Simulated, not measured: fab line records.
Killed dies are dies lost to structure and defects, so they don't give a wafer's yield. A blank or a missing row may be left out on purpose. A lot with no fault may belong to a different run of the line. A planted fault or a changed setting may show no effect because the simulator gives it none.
Chamber matching || flow sky130 || rie diel-02 running SKY_VIA1_ETCH_15: 4 sister chambers
The step etches SiO2 in C4F8/O2/Ar, stops on TiN, target depth 351 nm, time 54 s. 22 wafers are shown with their chamber, then 11 later ones without.

WAFERS WITH THEIR CHAMBER
{"wafer": "L074.1", "chamber": 2, "rf fwd power W (W)": 1485, "oes product au (a.u.)": 0.983}
{"wafer": "L074.4", "chamber": 1, "rf fwd power W (W)": 1494, "oes product au (a.u.)": 0.981}
{"wafer": "L074.6", "chamber": 1, "rf fwd power W (W)": 1485, "oes product au (a.u.)": 0.970}
{"wafer": "L075.2", "chamber": 3, "rf fwd power W (W)": 1478, "oes product au (a.u.)": 0.987}
{"wafer": "L075.3", "chamber": 1, "rf fwd power W (W)": 1488, "oes product au (a.u.)": 0.982}
{"wafer": "L075.6", "chamber": 3, "rf fwd power W (W)": 1480, "oes product au (a.u.)": 0.974}
{"wafer": "L076.1", "chamber": 2, "rf fwd power W (W)": 1475, "oes product au (a.u.)": 0.986}
{"wafer": "L076.3", "chamber": 1, "rf fwd power W (W)": 1483, "oes product au (a.u.)": 0.980}
{"wafer": "L076.6", "chamber": 3, "rf fwd power W (W)": 1474, "oes product au (a.u.)": 0.986}
{"wafer": "L078.3", "chamber": 2, "rf fwd power W (W)": 1475, "oes product au (a.u.)": 0.984}
{"wafer": "L078.4", "chamber": 1, "rf fwd power W (W)": 1494, "oes product au (a.u.)": 0.976}
{"wafer": "L078.6", "chamber": 0, "rf fwd power W (W)": 1480, "oes product au (a.u.)": 0.989}
{"wafer": "L081.4", "chamber": 2, "rf fwd power W (W)": 1470, "oes product au (a.u.)": 0.985}
{"wafer": "L081.5", "chamber": 1, "rf fwd power W (W)": 1493, "oes product au (a.u.)": 0.975}
{"wafer": "L081.6", "chamber": 0, "rf fwd power W (W)": 1489, "oes product au (a.u.)": 0.980}
{"wafer": "L085.1", "chamber": 2, "rf fwd power W (W)": 1478, "oes product au (a.u.)": 0.978}
{"wafer": "L085.3", "chamber": 3, "rf fwd power W (W)": 1478, "oes product au (a.u.)": 0.979}
{"wafer": "L085.4", "chamber": 1, "rf fwd power W (W)": 1484, "oes product au (a.u.)": 0.972}
{"wafer": "L088.1", "chamber": 1, "rf fwd power W (W)": 1485, "oes product au (a.u.)": 0.970}
{"wafer": "L088.2", "chamber": 3, "rf fwd power W (W)": 1471, "oes product au (a.u.)": 0.979}
{"wafer": "L088.3", "chamber": 2, "rf fwd power W (W)": 1489, "oes product au (a.u.)": 0.990}
{"wafer": "L089.2", "chamber": 3, "rf fwd power W (W)": 1473, "oes product au (a.u.)": 0.989}

SIGNATURES (means of the wafers above)
{"reading": "rf fwd power W", "chamber 0": 1484.50, "chamber 1": 1488.25, "chamber 2": 1478.67, "chamber 3": 1475.67, "scatter within a chamber": 5.31}
{"reading": "oes product au", "chamber 0": 0.98450, "chamber 1": 0.97575, "chamber 2": 0.98433, "chamber 3": 0.98233, "scatter within a chamber": 0.00503}
Rule: a wafer lies at a distance from a chamber equal to the root of the sum of squares, over the readings, of (its reading less the chamber's mean, divided by the reading's scatter). The wafer belongs to the nearest chamber; if the next one is less than 2 further off, it can't be placed. The scatter: take each reading less its chamber's mean, square it, sum over the shown wafers, divide by the number of wafers less the number of chambers, and take the root.

WAFERS WHOSE CHAMBER IS MISSING
{"wafer": "L089.4", "rf fwd power W (W)": 1488, "oes product au (a.u.)": 0.981}
{"wafer": "L089.5", "rf fwd power W (W)": 1477, "oes product au (a.u.)": 0.984}
{"wafer": "L090.1", "rf fwd power W (W)": 1478, "oes product au (a.u.)": 0.987}
{"wafer": "L090.3", "rf fwd power W (W)": 1480, "oes product au (a.u.)": 0.976}
{"wafer": "L090.5", "rf fwd power W (W)": 1479, "oes product au (a.u.)": 0.985}
{"wafer": "L091.2", "rf fwd power W (W)": 1479, "oes product au (a.u.)": 0.986}
{"wafer": "L091.3", "rf fwd power W (W)": 1492, "oes product au (a.u.)": 0.979}
{"wafer": "L091.4", "rf fwd power W (W)": 1483, "oes product au (a.u.)": 0.990}
{"wafer": "L095.3", "rf fwd power W (W)": 1487, "oes product au (a.u.)": 0.978}
{"wafer": "L095.5", "rf fwd power W (W)": 1480, "oes product au (a.u.)": 0.974}
{"wafer": "L095.6", "rf fwd power W (W)": 1480, "oes product au (a.u.)": 0.985}

THE CHAMBER EACH PASSED THROUGH
{"wafer": "L089.4", "from the rows above": "can't be placed: 0 or 1 or 2 or 3", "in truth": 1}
{"wafer": "L089.5", "from the rows above": "can't be placed: 2 or 3 or 0", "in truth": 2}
{"wafer": "L090.1", "from the rows above": "can't be placed: 2 or 3 or 0", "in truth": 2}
{"wafer": "L090.3", "from the rows above": "can't be placed: 3 or 1 or 2 or 0", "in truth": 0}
{"wafer": "L090.5", "from the rows above": "can't be placed: 2 or 3 or 0", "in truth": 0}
{"wafer": "L091.2", "from the rows above": "can't be placed: 2 or 3 or 0", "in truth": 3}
{"wafer": "L091.3", "from the rows above": "can't be placed: 1 or 0 or 2", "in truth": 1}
{"wafer": "L091.4", "from the rows above": "can't be placed: 0 or 2 or 3 or 1", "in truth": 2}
{"wafer": "L095.3", "from the rows above": "can't be placed: 1 or 0 or 2 or 3", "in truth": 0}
{"wafer": "L095.5", "from the rows above": "can't be placed: 1 or 3 or 2 or 0", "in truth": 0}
{"wafer": "L095.6", "from the rows above": "can't be placed: 2 or 0 or 3", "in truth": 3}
0 of 11 placed correctly. From these rows, 11 cannot be placed; in 11 the true chamber is one of the candidates. Placed wrongly: 0.
